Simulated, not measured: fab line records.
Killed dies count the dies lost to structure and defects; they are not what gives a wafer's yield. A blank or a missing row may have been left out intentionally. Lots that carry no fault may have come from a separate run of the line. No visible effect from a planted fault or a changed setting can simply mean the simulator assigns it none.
Comparing a struck lot with a sound one | flow sky130 | 18 out of 708 route steps
Sound: wafers L368.3, L368.4, L368.6. Struck: wafers L366.1, L366.2, L366.5. The cause comes at the end.
Order at every step that has rows: each side's tool, ch and its chambers, its first start. Under that, the readings that differ: sound wafers | struck wafers | difference of the means | sigmas: that difference in standard deviations of wafers without a fault.
alike: words and numbers the same on both sides, and readings whose means are apart by under 2 such deviations; not compared: readings that were withheld, readings missing a value for some wafer, numbers with overlapping values and no deviation given by the record, and bounds like >300 which may hide the same value.
A row with sigmas, a row that says differs or no value, or rows on one side alone: a step with any of these is where the two part. Numbers that have no deviation but don't overlap get no sigmas and don't part them. Lack of a reading on every wafer of one side parts them only where that side has two or more wafers.

first, 4 steps without rows for these wafers: SKY_LDD_HVP_SOFTBAKE_03 (time 60 s); SKY_LDD_HVP_EXPOSE_04 (exposes mask HVPTM, target cd 700 nm); SKY_LDD_HVP_PEB_05; SKY_LDD_HVP_DEVELOP_06 (develop time 60 s).
SKY_LDD_HVP_OVL_MEAS_07:
  struck on overlay-02, day 28 18:21; sound on overlay-01, day 29 09:28
  alike: LDD_HVP_OVL
after that, 1 step had no rows for these wafers: SKY_LDD_HVP_IMPLANT_08.
SKY_LDD_HVP_STRIP_09: strips in O2/N2.
  sound on plasma asher-01 ch 0,1, day 29 09:40; struck on plasma asher-03 ch 0,1, day 28 18:32
  alike: drypump motor current A, oes product au, strip time to endpoint s
  not compared: rf hours counter h
SKY_LDD_HVP_TW_MEAS_10:
  struck on film metro-04, day 28 18:38; sound on film metro-02, day 29 09:45
  alike: LDD_HVP_TW
then, 4 steps without rows for these wafers: SKY_LDD_LDN_DEHYDRATE_00 (time 60 s); SKY_LDD_LDN_HMDS_01 (prime time 60 s); SKY_LDD_LDN_COAT_02 (resist thk 1140 nm); SKY_LDD_LDN_SOFTBAKE_03 (time 60 s).
SKY_LDD_LDN_EXPOSE_04: exposes mask LDNTM, target cd 700 nm.
  sound on iline stepper-02 ch 0, day 30 00:31; struck on iline stepper-01 ch 0, day 29 07:46
  reading                         | sound                      | struck            | difference | sigmas
  model.LDD_LDN.overlay x nm (nm) | 0.003256 0.003256 0.003256 | 42.18 42.18 42.18 | +42.18     |
  alike: mask
then, 2 steps without rows for these wafers: SKY_LDD_LDN_PEB_05; SKY_LDD_LDN_DEVELOP_06 (develop time 60 s).
SKY_LDD_LDN_OVL_MEAS_07:
  struck on overlay-01, day 29 22:14; sound on overlay-01, day 30 13:26
  reading          | sound         | struck         | difference | sigmas
  LDD_LDN_OVL (nm) | 0.5 -0.2 -0.4 | 41.6 41.6 40.9 | +41.4      | +30
after that, 1 step had no rows for these wafers: SKY_LDD_LDN_IMPLANT_08.
-- a jump in the record: the struck wafers' starts before and after are 21 days apart (it breaks off in module LDD_LDN and resumes in module PAD_OPEN, where the first step shown is number 708 of the route) --
SKY_PAD_OPEN_PROBE_99:
  struck on prober-01, day 50 13:11; sound on prober-02, day 50 21:41
  alike: killed_at_M0_to_M3, killed_at_M4_up, killed at contacts, killed at front end, killed at other, killed dies, killed open, killed short

## WHERE THEY PART
Only at SKY_LDD_LDN_OVL_MEAS_07, within this record. Later steps at which nothing parts them and some readings are alike: SKY_PAD_OPEN_PROBE_99.

WHY: the cause the simulator had injected
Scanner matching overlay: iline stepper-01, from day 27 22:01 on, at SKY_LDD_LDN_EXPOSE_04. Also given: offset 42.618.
